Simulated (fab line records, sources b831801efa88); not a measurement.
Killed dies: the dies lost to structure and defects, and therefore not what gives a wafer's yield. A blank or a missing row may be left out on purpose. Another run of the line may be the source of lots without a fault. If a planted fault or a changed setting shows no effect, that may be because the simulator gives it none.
fab line records	flow sky130	part 1 of 2: steps 1 to 32 of 45
record lots=5	wafers=15	last-day=50
route steps=708 shown PWDE@46 NWELL@56 VT_ADJUST_HVTP@85
lots that met no fault: from a run of the same line without faults
start-h: the number of hours between the record's first day and the start of the first shown wafer of the lot	wait-h: time in hours since the lot's previous step	" the same as in the row above	L1.1+2: one row covering several wafers at once	- no value, or no start was given	* or withheld: withheld	< > ~ a bound
route shown NAME@n: names a module that has steps shown in the file, with the first one's number in the route	usual: mean and standard deviation over wafers with no fault	same: alike in all rows	chamber/n: place in a boat	sites: the reading at each site	_std_site: standard deviation across them	_edge_site: inner sites' mean taken away from outer sites' mean	radius-mm: for every site, how far away it sits from the centre of the wafer	mask NAME#n: copy n	behind: tool/chamber where the wafer was last shaped	hold: why the lot was held/for how many hours/how that ended	device: names the non-switching transistor (n, p or np)	end of line: the same wafers' tests at the end of the route	a step given without rows: its recipe and nothing more	killed: at the first sort, the dies lost to defects and structure; wafer yield is something else	map: dies across one wafer; x = killed, . = not, _ = none there
set.NAME: the setting that was run; set.NAME@STEP: the one run at that earlier step	model.NAME: the simulator's own value behind a step, which no gauge read
lots at selected steps of the route; one table per step, one row per wafer
services: when a tool's chamber went out of use (start-h, in hours from the record's first day, below 0 if earlier), for how many hours, and the reason
## steps
# step SKY_PWDE_HMDS_01
# recipe prime-time-s=60	prime-temp-c=120
lot.wafer	tool	chamber	start-h	wait-h
L077.1+2+3	litho-track-03	0	78.76	0.1
L083.2+3+6	litho-track-04	0	108.39	0.1
L089.1+5+6	litho-track-02	0	141.42	0.1
L091.1+3+6	litho-track-03	0	157.46	0.1
L095.4+5+6	litho-track-04	0	175.49	0.1
# step SKY_PWDE_COAT_02
# recipe spin-rpm=2000	resist-thk-nm=3000
# usual spin-speed-rpm=1999.9/1.2
lot.wafer	tool	chamber	start-h	wait-h	spin-speed-rpm
L077.1	litho-track-03	0	78.91	0.1	2000.9
L077.2	"	0	"	"	1999.3
L077.3	"	0	"	"	1998.0
L083.2	litho-track-04	0	108.54	0.1	1999.7
L083.3	"	0	"	"	1999.0
L083.6	"	0	"	"	1999.5
L089.1	litho-track-02	0	141.57	0.1	1999.6
L089.5	"	0	"	"	1999.1
L089.6	"	0	"	"	1998.9
L091.1	litho-track-03	0	157.61	0.1	1999.5
L091.3	"	0	"	"	2000.9
L091.6	"	0	"	"	2001.4
L095.4	litho-track-04	0	175.64	0.1	1999.2
L095.5	"	0	"	"	1999.6
L095.6	"	0	"	"	1999.4
# step SKY_PWDE_SOFTBAKE_03
# recipe temp-c=110	time-s=withheld
lot.wafer	tool	chamber	start-h	wait-h
L077.1+2+3	litho-track-03	0	79.06	0.1
L083.2+3+6	litho-track-04	0	108.70	0.1
L089.1+5+6	litho-track-02	0	141.72	0.1
L091.1+3+6	litho-track-03	0	157.76	0.1
L095.4+5+6	litho-track-04	0	175.82	0.1
# step SKY_PWDE_EXPOSE_04
# recipe mask-id=PWDEM	na=0.6	source-shape=conventional	sigma-outer=0.6	polarization=unpolarized	target-cd-nm=840	dose-mj=214
lot.wafer	tool	chamber	start-h	wait-h	mask
L077.1+2+3	iline-stepper-02	0	-	-	PWDEM#0
L083.2+3+6	iline-stepper-02	0	-	-	PWDEM#0
L089.1+5+6	iline-stepper-02	0	-	-	PWDEM#0
L091.1+3+6	iline-stepper-01	0	-	-	PWDEM#0
L095.4+5+6	iline-stepper-01	0	-	-	PWDEM#0
# step SKY_PWDE_PEB_05
# recipe temp-c=115	time-s=withheld
lot.wafer	tool	chamber	start-h	wait-h
L077.1+2+3	litho-track-02	0	-	-
L083.2+3+6	litho-track-02	0	-	-
L089.1+5+6	litho-track-02	0	-	-
L091.1+3+6	litho-track-03	0	-	-
L095.4+5+6	litho-track-02	0	-	-
# step SKY_PWDE_DEVELOP_06
# recipe wall-angle-deg=90	developer=TMAH	develop-time-s=60	dev-temp-c=23
# same develop-time-s=60
lot.wafer	tool	chamber	start-h	wait-h
L077.1+2+3	litho-track-02	0	-	-
L083.2+3+6	litho-track-02	0	-	-
L089.1+5+6	litho-track-02	0	-	-
L091.1+3+6	litho-track-03	0	-	-
L095.4+5+6	litho-track-02	0	-	-
# step SKY_PWDE_OVL_MEAS_07
# usual PWDE_OVL=-0.6/1.4
lot.wafer	tool	chamber	start-h	wait-h	PWDE_OVL[nm]
L077.1	overlay-02	-	87.07	-	-2.9
L077.2	"	-	"	"	-1.6
L077.3	"	-	"	"	-2.6
L083.2	overlay-01	-	118.58	-	0.7
L083.3	"	-	"	"	1.1
L083.6	"	-	"	"	0.1
L089.1	overlay-02	-	151.22	-	0.9
L089.5	"	-	"	"	-0.1
L089.6	"	-	"	"	-0.5
L091.1	overlay-02	-	167.96	-	-2.9
L091.3	"	-	"	"	-1.8
L091.6	"	-	"	"	-2.2
L095.4	overlay-01	-	186.29	-	1.1
L095.5	"	-	"	"	-1.2
L095.6	"	-	"	"	-0.5
# step SKY_PWDE_IMPLANT_08
# recipe species=B	energy-kev=150	dose-cm2=3.6e+12	tilt-deg=withheld
# usual end-station-pressure-torr=5e-06/2.9e-07
lot.wafer	tool	chamber	start-h	wait-h	end-station-pressure-torr
L077.1	implanter-04	0	87.11	0.0	5.27e-06
L077.2	"	0	"	"	5.05e-06
L077.3	"	0	"	"	5.53e-06
L083.2	implanter-01	0	118.63	0.0	5.39e-06
L083.3	"	0	"	"	4.98e-06
L083.6	"	0	"	"	4.81e-06
L089.1	implanter-04	0	151.25	0.0	4.56e-06
L089.5	"	0	"	"	5.15e-06
L089.6	"	0	"	"	4.99e-06
L091.1	implanter-03	0	167.99	0.0	5.51e-06
L091.3	"	0	"	"	4.73e-06
L091.6	"	0	"	"	4.86e-06
L095.4	implanter-03	0	186.38	0.1	5.55e-06
L095.5	"	0	"	"	5.17e-06
L095.6	"	0	"	"	5.2e-06
# step SKY_PWDE_STRIP_09
# recipe chemistry=O2/N2	power-w=1400	pressure-mtorr=1500	platen-temp-c=withheld	o2-flow-sccm=3000	n2-flow-sccm=300	overash-fraction=0.5
# usual drypump-motor-current-A=5.6/0.45	oes-product-au=0.722/0.0049	strip-time-to-endpoint-s=36.90/0.086
# same overash-fraction=0.5
lot.wafer	tool	chamber	start-h	wait-h	drypump-motor-current-A	oes-product-au	rf-hours-counter-h	strip-time-to-endpoint-s
L077.1	plasma-asher-04	1	87.26	0.1	5.6	0.722	28	36.87
L077.2	"	0	"	"	5.1	0.724	28	36.84
L077.3	"	0	"	"	5.0	0.716	-	36.87
L083.2	plasma-asher-04	0	118.76	0.1	5.0	0.722	31	36.99
L083.3	"	1	"	"	5.6	0.715	-	36.87
L083.6	"	0	"	"	5.0	0.723	-	36.92
L089.1	plasma-asher-04	1	151.40	0.1	5.7	0.722	34	36.89
L089.5	"	0	"	"	5.0	0.721	-	36.77
L089.6	"	1	"	"	5.7	0.724	-	36.73
L091.1	plasma-asher-02	0	168.14	0.1	5.4	0.719	48	36.83
L091.3	"	0	"	"	5.4	0.726	-	36.89
L091.6	"	0	"	"	5.4	0.724	-	36.93
L095.4	plasma-asher-01	0	186.49	0.1	5.3	0.731	-	36.86
L095.5	"	1	"	"	6.5	0.720	-	36.91
L095.6	"	0	"	"	5.3	0.715	-	36.93
# step SKY_PWDE_TW_MEAS_10
# usual PWDE_TW=375.9/2.7
lot.wafer	tool	chamber	start-h	wait-h	PWDE_TW
L077.1	film-metro-01	-	87.36	0.1	378.0
L077.2	"	-	"	"	377.0
L077.3	"	-	"	"	379.1
L083.2	film-metro-01	-	118.87	0.1	377.6
L083.3	"	-	"	"	375.2
L083.6	"	-	"	"	376.8
L089.1	film-metro-02	-	151.50	0.1	370.0
L089.5	"	-	"	"	374.2
L089.6	"	-	"	"	374.5
L091.1	film-metro-01	-	168.24	0.1	375.4
L091.3	"	-	"	"	375.4
L091.6	"	-	"	"	376.0
L095.4	film-metro-03	-	186.58	0.1	378.1
L095.5	"	-	"	"	377.9
L095.6	"	-	"	"	376.7
# step SKY_NWELL_DEHYDRATE_03
# recipe temp-c=200	time-s=60
lot.wafer	tool	chamber	start-h	wait-h
L077.1+2+3	litho-track-02	0	96.07	8.7
L083.2+3+6	litho-track-02	0	127.74	8.9
L089.1+5+6	litho-track-01	0	161.12	9.6
L091.1+3+6	litho-track-01	0	177.67	9.4
L095.4+5+6	litho-track-04	0	196.49	9.9
# step SKY_NWELL_HMDS_04
# recipe prime-time-s=60	prime-temp-c=120
lot.wafer	tool	chamber	start-h	wait-h
L077.1+2+3	litho-track-02	0	96.22	0.1
L083.2+3+6	litho-track-02	0	127.89	0.1
L089.1+5+6	litho-track-01	0	161.27	0.1
L091.1+3+6	litho-track-01	0	177.82	0.1
L095.4+5+6	litho-track-04	0	196.64	0.1
# step SKY_NWELL_COAT_05
# recipe spin-rpm=2000	resist-thk-nm=3000
# usual spin-speed-rpm=1999.9/1.2
lot.wafer	tool	chamber	start-h	wait-h	spin-speed-rpm
L077.1	litho-track-02	0	96.37	0.1	2000.1
L077.2	"	0	"	"	1999.0
L077.3	"	0	"	"	2000.8
L083.2	litho-track-02	0	128.04	0.1	2000.8
L083.3	"	0	"	"	2000.9
L083.6	"	0	"	"	1999.8
L089.1	litho-track-01	0	161.42	0.1	1999.7
L089.5	"	0	"	"	1999.0
L089.6	"	0	"	"	2000.2
L091.1	litho-track-01	0	177.97	0.1	2000.1
L091.3	"	0	"	"	1999.4
L091.6	"	0	"	"	1998.4
L095.4	litho-track-04	0	196.79	0.1	2000.5
L095.5	"	0	"	"	2001.0
L095.6	"	0	"	"	2002.2
# step SKY_NWELL_SOFTBAKE_06
# recipe temp-c=110	time-s=withheld
lot.wafer	tool	chamber	start-h	wait-h
L077.1+2+3	litho-track-02	0	96.52	0.1
L083.2+3+6	litho-track-02	0	128.20	0.1
L089.1+5+6	litho-track-01	0	161.57	0.1
L091.1+3+6	litho-track-01	0	178.12	0.1
L095.4+5+6	litho-track-04	0	196.97	0.1
# step SKY_NWELL_EXPOSE_07
# recipe mask-id=NWM	na=0.6	source-shape=conventional	sigma-outer=0.6	polarization=unpolarized	target-cd-nm=840	dose-mj=255
lot.wafer	tool	chamber	start-h	wait-h	mask
L077.1+2+3	iline-stepper-02	0	-	-	NWM#0
L083.2+3+6	iline-stepper-02	0	-	-	NWM#0
L089.1+5+6	iline-stepper-02	0	-	-	NWM#0
L091.1+3+6	iline-stepper-01	0	-	-	NWM#0
L095.4+5+6	iline-stepper-01	0	-	-	NWM#0
# step SKY_NWELL_PEB_08
# recipe temp-c=115	time-s=withheld
lot.wafer	tool	chamber	start-h	wait-h
L077.1+2+3	litho-track-04	0	-	-
L083.2+3+6	litho-track-02	0	-	-
L089.1+5+6	litho-track-02	0	-	-
L091.1+3+6	litho-track-02	0	-	-
L095.4+5+6	litho-track-04	0	-	-
# step SKY_NWELL_DEVELOP_09
# recipe wall-angle-deg=90	developer=TMAH	develop-time-s=60	dev-temp-c=23
# same develop-time-s=60
lot.wafer	tool	chamber	start-h	wait-h
L077.1+2+3	litho-track-04	0	-	-
L083.2+3+6	litho-track-02	0	-	-
L089.1+5+6	litho-track-02	0	-	-
L091.1+3+6	litho-track-02	0	-	-
L095.4+5+6	litho-track-04	0	-	-
# step SKY_NWELL_OVL_MEAS_10
# usual NWELL_00_OVL=-0.7/1.1
lot.wafer	tool	chamber	start-h	wait-h	NWELL_00_OVL[nm]
L077.1	overlay-01	-	104.47	-	-1.2
L077.2	"	-	"	"	-1.9
L077.3	"	-	"	"	-1.7
L083.2	overlay-01	-	137.47	-	-0.5
L083.3	"	-	"	"	-2.5
L083.6	"	-	"	"	-1.5
L089.1	overlay-02	-	171.32	-	-1.1
L089.5	"	-	"	"	-1.3
L089.6	"	-	"	"	1.0
L091.1	overlay-01	-	188.47	-	-0.8
L091.3	"	-	"	"	-1.2
L091.6	"	-	"	"	-1.7
L095.4	overlay-02	-	207.43	-	-0.4
L095.5	"	-	"	"	-0.3
L095.6	"	-	"	"	-0.2
# step SKY_NWELL_IMPLANT_11
# recipe species=P	energy-kev=404.3	dose-cm2=1.9e+13	tilt-deg=withheld
# usual end-station-pressure-torr=5.08e-06/2.6e-07
lot.wafer	tool	chamber	start-h	wait-h	end-station-pressure-torr
L077.1	implanter-02	0	104.50	0.0	5.24e-06
L077.2	"	0	"	"	4.69e-06
L077.3	"	0	"	"	4.76e-06
L083.2	implanter-03	0	137.53	0.0	5.05e-06
L083.3	"	0	"	"	4.94e-06
L083.6	"	0	"	"	4.93e-06
L089.1	implanter-03	0	171.40	0.1	4.85e-06
L089.5	"	0	"	"	5.09e-06
L089.6	"	0	"	"	5.09e-06
L091.1	implanter-02	0	188.50	0.0	4.88e-06
L091.3	"	0	"	"	4.7e-06
L091.6	"	0	"	"	5.41e-06
L095.4	implanter-03	0	207.53	0.1	5.71e-06
L095.5	"	0	"	"	5.39e-06
L095.6	"	0	"	"	4.84e-06
# step SKY_NWELL_IMPLANT_12
# recipe species=P	energy-kev=120	dose-cm2=1.3e+12	tilt-deg=withheld
# usual end-station-pressure-torr=5.01e-06/2.6e-07
lot.wafer	tool	chamber	start-h	wait-h	end-station-pressure-torr
L077.1	implanter-02	0	104.65	0.1	5.02e-06
L077.2	"	0	"	"	5.28e-06
L077.3	"	0	"	"	4.78e-06
L083.2	implanter-03	0	137.68	0.1	4.8e-06
L083.3	"	0	"	"	5.35e-06
L083.6	"	0	"	"	5.28e-06
L089.1	implanter-03	0	171.55	0.1	4.79e-06
L089.5	"	0	"	"	4.96e-06
L089.6	"	0	"	"	5.02e-06
L091.1	implanter-02	0	188.65	0.1	5.21e-06
L091.3	"	0	"	"	4.7e-06
L091.6	"	0	"	"	5.44e-06
L095.4	implanter-03	0	207.68	0.1	5.05e-06
L095.5	"	0	"	"	4.83e-06
L095.6	"	0	"	"	5.49e-06
# step SKY_NWELL_IMPLANT_13
# recipe species=P	energy-kev=50	dose-cm2=7e+11	tilt-deg=withheld
# usual end-station-pressure-torr=4.99e-06/2.4e-07
lot.wafer	tool	chamber	start-h	wait-h	end-station-pressure-torr
L077.1	implanter-02	0	104.80	0.1	5.04e-06
L077.2	"	0	"	"	5.15e-06
L077.3	"	0	"	"	5.18e-06
L083.2	implanter-03	0	137.83	0.1	4.81e-06
L083.3	"	0	"	"	4.7e-06
L083.6	"	0	"	"	4.91e-06
L089.1	implanter-03	0	171.70	0.1	4.97e-06
L089.5	"	0	"	"	4.9e-06
L089.6	"	0	"	"	5.39e-06
L091.1	implanter-02	0	188.80	0.1	5.14e-06
L091.3	"	0	"	"	4.83e-06
L091.6	"	0	"	"	4.74e-06
L095.4	implanter-03	0	207.83	0.1	5.22e-06
L095.5	"	0	"	"	5.11e-06
L095.6	"	0	"	"	5.27e-06
# step SKY_NWELL_STRIP_14
# recipe chemistry=O2/N2	power-w=1400	pressure-mtorr=1500	platen-temp-c=withheld	o2-flow-sccm=3000	n2-flow-sccm=300	overash-fraction=0.5
# usual drypump-motor-current-A=5.7/0.5	oes-product-au=0.723/0.0044	strip-time-to-endpoint-s=36.93/0.088
# same overash-fraction=0.5
lot.wafer	tool	chamber	start-h	wait-h	drypump-motor-current-A	oes-product-au	rf-hours-counter-h	strip-time-to-endpoint-s
L077.1	plasma-asher-01	0	104.95	0.1	5.3	0.725	42	37.17
L077.2	"	1	"	"	6.5	0.729	42	37.16
L077.3	"	1	"	"	6.5	0.724	-	37.09
L083.2	plasma-asher-01	1	137.95	0.1	6.5	0.718	2	37.01
L083.3	"	1	"	"	6.5	0.730	-	36.91
L083.6	"	0	"	"	5.3	0.724	-	36.92
L089.1	plasma-asher-03	0	171.85	0.1	5.6	0.723	49	36.82
L089.5	"	0	"	"	5.6	0.722	-	36.89
L089.6	"	1	"	"	5.1	0.724	-	36.84
L091.1	plasma-asher-01	0	188.95	0.1	5.3	0.727	7	36.85
L091.3	"	0	"	"	5.3	0.716	-	36.90
L091.6	"	0	"	"	5.3	0.718	-	36.87
L095.4	plasma-asher-03	1	207.93	0.1	5.1	0.724	-	36.99
L095.5	"	1	"	"	5.1	0.726	-	36.90
L095.6	"	0	"	"	5.6	0.718	-	37.10
# step SKY_NWELL_TW_MEAS_15
# usual NWELL_TW=1833/15
lot.wafer	tool	chamber	start-h	wait-h	NWELL_TW
L077.1	film-metro-02	-	105.05	0.1	1818
L077.2	"	-	"	"	1809
L077.3	"	-	"	"	1811
L083.2	film-metro-01	-	138.06	0.1	1856
L083.3	"	-	"	"	1855
L083.6	"	-	"	"	1864
L089.1	film-metro-03	-	171.95	0.1	1838
L089.5	"	-	"	"	1837
L089.6	"	-	"	"	1842
L091.1	film-metro-02	-	189.05	0.1	1819
L091.3	"	-	"	"	1825
L091.6	"	-	"	"	1812
L095.4	film-metro-03	-	208.03	0.1	1853
L095.5	"	-	"	"	1850
L095.6	"	-	"	"	1853
# step SKY_NWELL_DEHYDRATE_16
# recipe temp-c=200	time-s=60
lot.wafer	tool	chamber	start-h	wait-h
L077.1+2+3	litho-track-01	0	114.32	9.3
L083.2+3+6	litho-track-04	0	146.99	8.9
L089.1+5+6	litho-track-02	0	181.92	10.0
L091.1+3+6	litho-track-02	0	198.67	9.6
L095.4+5+6	litho-track-02	0	218.59	10.6
# step SKY_NWELL_HMDS_17
# recipe prime-time-s=60	prime-temp-c=120
lot.wafer	tool	chamber	start-h	wait-h
L077.1+2+3	litho-track-01	0	114.47	0.1
L083.2+3+6	litho-track-04	0	147.14	0.1
L089.1+5+6	litho-track-02	0	182.07	0.1
L091.1+3+6	litho-track-02	0	198.82	0.1
L095.4+5+6	litho-track-02	0	218.74	0.1
# step SKY_NWELL_COAT_18
# recipe spin-rpm=2000	resist-thk-nm=3000
# usual spin-speed-rpm=1999.9/1.1
lot.wafer	tool	chamber	start-h	wait-h	spin-speed-rpm
L077.1	litho-track-01	0	114.62	0.1	2000.2
L077.2	"	0	"	"	1999.6
L077.3	"	0	"	"	2001.4
L083.2	litho-track-04	0	147.29	0.1	2001.8
L083.3	"	0	"	"	1997.3
L083.6	"	0	"	"	1999.8
L089.1	litho-track-02	0	182.22	0.1	2001.3
L089.5	"	0	"	"	2000.7
L089.6	"	0	"	"	1998.5
L091.1	litho-track-02	0	198.97	0.1	2000.7
L091.3	"	0	"	"	2000.9
L091.6	"	0	"	"	2001.5
L095.4	litho-track-02	0	218.89	0.1	2000.5
L095.5	"	0	"	"	2000.3
L095.6	"	0	"	"	2001.2
# step SKY_NWELL_SOFTBAKE_19
# recipe temp-c=110	time-s=withheld
lot.wafer	tool	chamber	start-h	wait-h
L077.1+2+3	litho-track-01	0	114.77	0.1
L083.2+3+6	litho-track-04	0	147.45	0.1
L089.1+5+6	litho-track-02	0	182.37	0.1
L091.1+3+6	litho-track-02	0	199.12	0.1
L095.4+5+6	litho-track-02	0	219.07	0.1
# step SKY_NWELL_EXPOSE_20
# recipe mask-id=NWM_COMPLEMENT	na=0.6	source-shape=conventional	sigma-outer=0.6	polarization=unpolarized	target-cd-nm=840	dose-mj=260
lot.wafer	tool	chamber	start-h	wait-h	mask
L077.1+2+3	iline-stepper-02	0	-	-	NWM_COMPLEMENT#0
L083.2+3+6	iline-stepper-01	0	-	-	NWM_COMPLEMENT#0
L089.1+5+6	iline-stepper-02	0	-	-	NWM_COMPLEMENT#0
L091.1+3+6	iline-stepper-01	0	-	-	NWM_COMPLEMENT#0
L095.4+5+6	iline-stepper-02	0	-	-	NWM_COMPLEMENT#0
# step SKY_NWELL_PEB_21
# recipe temp-c=115	time-s=withheld
lot.wafer	tool	chamber	start-h	wait-h
L077.1+2+3	litho-track-02	0	-	-
L083.2+3+6	litho-track-02	0	-	-
L089.1+5+6	litho-track-01	0	-	-
L091.1+3+6	litho-track-04	0	-	-
L095.4+5+6	litho-track-01	0	-	-
# step SKY_NWELL_DEVELOP_22
# recipe wall-angle-deg=90	developer=TMAH	develop-time-s=60	dev-temp-c=23
# same develop-time-s=60
lot.wafer	tool	chamber	start-h	wait-h
L077.1+2+3	litho-track-02	0	-	-
L083.2+3+6	litho-track-02	0	-	-
L089.1+5+6	litho-track-01	0	-	-
L091.1+3+6	litho-track-04	0	-	-
L095.4+5+6	litho-track-01	0	-	-
# step SKY_NWELL_OVL_MEAS_23
# usual NWELL_01_OVL=0.4/1.3
lot.wafer	tool	chamber	start-h	wait-h	NWELL_01_OVL[nm]
L077.1	overlay-02	-	124.07	-	0.4
L077.2	"	-	"	"	0.0
L077.3	"	-	"	"	0.3
L083.2	overlay-02	-	157.92	-	-1.1
L083.3	"	-	"	"	-1.6
L083.6	"	-	"	"	-0.5
L089.1	overlay-02	-	193.12	-	1.3
L089.5	"	-	"	"	0.3
L089.6	"	-	"	"	2.7
L091.1	overlay-02	-	209.96	-	1.7
L091.3	"	-	"	"	1.4
L091.6	"	-	"	"	3.0
L095.4	overlay-01	-	230.64	-	0.7
L095.5	"	-	"	"	1.6
L095.6	"	-	"	"	0.0
# step SKY_NWELL_IMPLANT_24
# recipe species=B	energy-kev=142	dose-cm2=9.2e+12	tilt-deg=withheld
# usual end-station-pressure-torr=5.03e-06/2.8e-07
lot.wafer	tool	chamber	start-h	wait-h	end-station-pressure-torr
L077.1	implanter-01	0	124.11	0.0	5.32e-06
L077.2	"	0	"	"	4.38e-06
L077.3	"	0	"	"	5.27e-06
L083.2	implanter-01	0	157.98	0.0	5.17e-06
L083.3	"	0	"	"	5.15e-06
L083.6	"	0	"	"	5.02e-06
L089.1	implanter-03	0	193.16	0.0	5.09e-06
L089.5	"	0	"	"	4.4e-06
L089.6	"	0	"	"	4.85e-06
L091.1	implanter-02	0	210.00	0.0	5.51e-06
L091.3	"	0	"	"	4.65e-06
L091.6	"	0	"	"	5.2e-06
L095.4	implanter-03	0	230.73	0.1	5.1e-06
L095.5	"	0	"	"	4.75e-06
L095.6	"	0	"	"	5.5e-06
